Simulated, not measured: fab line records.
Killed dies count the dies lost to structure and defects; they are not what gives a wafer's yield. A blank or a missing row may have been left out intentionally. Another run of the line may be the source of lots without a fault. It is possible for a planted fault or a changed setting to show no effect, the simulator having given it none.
Which of the tools did it? + flow gf180mcu + 39 wafers from 13 lots sampled at 4 of the route's 602 steps

WHAT EACH GAUGE READ, for each wafer
GF_V5_THK_MEAS_25: measures by xrf. Usual: V5_W_THK typically reads 343 nm, with standard deviation 4.3.
| lot  | measured     | on            | V5_W_THK (nm) | flag |
|------|--------------|---------------|---------------|------|
| L612 | day 27 06:44 | film metro-01 | 340 337 342   |      |
| L613 | day 27 16:07 | film metro-02 | 345 345 343   |      |
| L615 | day 28 02:59 | film metro-02 | 345 343 339   |      |
| L616 | day 28 14:47 | film metro-04 | 336 334 338   |      |
| L618 | day 29 05:35 | film metro-02 | 344 341 337   |      |
| L620 | day 29 23:04 | film metro-02 | 342 347 340   |      |
| L622 | day 30 09:17 | film metro-04 | 343 346 349   |      |
| L624 | day 30 19:19 | film metro-04 | 344 338 345   |      |
| L631 | day 32 15:55 | film metro-02 | 349 349 344   |      |
| L632 | day 32 21:07 | film metro-04 | 348 346 344   |      |
| L633 | day 33 02:22 | film metro-02 | 344 343 346   |      |
| L634 | day 33 10:24 | film metro-02 | 344 342 342   |      |
| L635 | day 33 11:02 | film metro-02 | 350 345 348   |      |

GF_TOP_METAL_RS_MEAS_05: uses a four-point probe to measure. Usual: TOP_METAL_ALCU_RS typically reads 0.0328 ohm/sq, with standard deviation 0.00037.
| lot  | measured     | on            | TOP_METAL_ALCU_RS (ohm/sq) | flag |
|------|--------------|---------------|----------------------------|------|
| L612 | day 27 07:20 | film metro-03 | 0.0325 0.0327 0.0325       |      |
| L613 | day 27 16:42 | film metro-01 | 0.0325 0.0331 0.0328       |      |
| L615 | day 28 04:39 | film metro-02 | 0.0328 0.0321 0.0336       |      |
| L616 | day 28 15:22 | film metro-01 | 0.0321 0.0325 0.0331       |      |
| L618 | day 29 06:11 | film metro-01 | 0.0328 0.0330 0.0336       |      |
| L620 | day 29 23:39 | film metro-01 | 0.0328 0.0324 0.0324       |      |
| L622 | day 30 09:52 | film metro-01 | 0.0327 0.0332 0.0324       |      |
| L624 | day 30 19:55 | film metro-01 | 0.0330 0.0331 0.0325       |      |
| L631 | day 32 16:30 | film metro-03 | 0.0322 0.0328 0.0323       |      |
| L632 | day 32 21:50 | film metro-03 | 0.0326 0.0332 0.0326       |      |
| L633 | day 33 03:29 | film metro-03 | 0.0325 0.0331 0.0325       |      |
| L634 | day 33 11:01 | film metro-01 | 0.0326 0.0324 0.0329       |      |
| L635 | day 33 11:37 | film metro-01 | 0.0336 0.0330 0.0332       |      |

WHICH TOOL RAN EACH LOT (tool, then ch and the chambers of the sampled wafers, then the start)
| lot  | GF_V2_CLEAN_20                  | GF_TOP_METAL_SPUTTER_02      |
|------|---------------------------------|------------------------------|
| L612 | wet bench-02 ch 0, day 20 07:29 | pvd sputter-03, day 27 07:13 |
| L613 | wet bench-03 ch 2, day 20 18:07 | pvd sputter-02, day 27 16:37 |
| L615 | wet bench-03 ch 1, day 21 07:44 | pvd sputter-01, day 28 04:34 |
| L616 | wet bench-02 ch 1, day 21 23:52 | pvd sputter-01, day 28 15:16 |
| L618 | wet bench-02 ch 2, day 22 14:50 | pvd sputter-02, day 29 06:04 |
| L620 | wet bench-04 ch 1, day 23 14:09 | pvd sputter-02, day 29 23:34 |
| L622 | wet bench-04 ch 1, day 24 01:29 | pvd sputter-01, day 30 09:47 |
| L624 | wet bench-02 ch 3, day 24 14:26 | pvd sputter-02, day 30 19:47 |
| L631 | wet bench-03 ch 3, day 26 19:22 | pvd sputter-02, day 32 16:25 |
| L632 | wet bench-04 ch 2, day 27 02:14 | pvd sputter-02, day 32 21:43 |
| L633 | wet bench-02 ch 3, day 27 09:38 | pvd sputter-03, day 33 03:24 |
| L634 | wet bench-02 ch 1, day 27 19:47 | pvd sputter-02, day 33 10:52 |
| L635 | wet bench-03 ch 0, day 27 23:50 | pvd sputter-03, day 33 11:31 |
- GF_V2_CLEAN_20: cleans in DIW.
- GF_TOP_METAL_SPUTTER_02: material AlCu, target thk 900 nm, time 47.82 s.

AS READ BY THE TOOLS THEMSELVES (means over the sampled wafers that have a number; for cases with no such wafer, the mark the record gives instead)
GF_TOP_METAL_SPUTTER_02. Usual: throttle valve pct reads 30.1 % (standard deviation 1).
| lot  | tool           | throttle valve pct (%) | flag |
|------|----------------|------------------------|------|
| L612 | pvd sputter-03 | 30.0                   |      |
| L613 | pvd sputter-02 | 30.3                   |      |
| L615 | pvd sputter-01 | 29.9                   |      |
| L616 | pvd sputter-01 | 29.5                   |      |
| L618 | pvd sputter-02 | 30.8                   |      |
| L620 | pvd sputter-02 | 30.7                   |      |
| L622 | pvd sputter-01 | 29.4                   |      |
| L624 | pvd sputter-02 | 30.3                   |      |
| L631 | pvd sputter-02 | 30.2                   |      |
| L632 | pvd sputter-02 | 31.4                   |      |
| L633 | pvd sputter-03 | 29.3                   |      |
| L634 | pvd sputter-02 | 30.3                   |      |
| L635 | pvd sputter-03 | 29.6                   |      |

THE ANSWER, worked out from the rows above alone
Rule: take the mean of a lot's wafers that have a number; if it is more than 3 standard deviations from the usual mean, the lot is off. Also off: a lot with no number at a reading for which 4 or more lots have one. Any other lot the step has rows for is counted as sound. First the gauges in route order, then the tools' own readings, where a lot's mean is used as printed above. The first step at which some lot is off is used, and at that step the reading that is off furthest; a lot without a number counts as furthest.
None of the lots is off at any reading shown; this tells nothing.

WHAT HAD BEEN PUT IN BY THE SIMULATOR
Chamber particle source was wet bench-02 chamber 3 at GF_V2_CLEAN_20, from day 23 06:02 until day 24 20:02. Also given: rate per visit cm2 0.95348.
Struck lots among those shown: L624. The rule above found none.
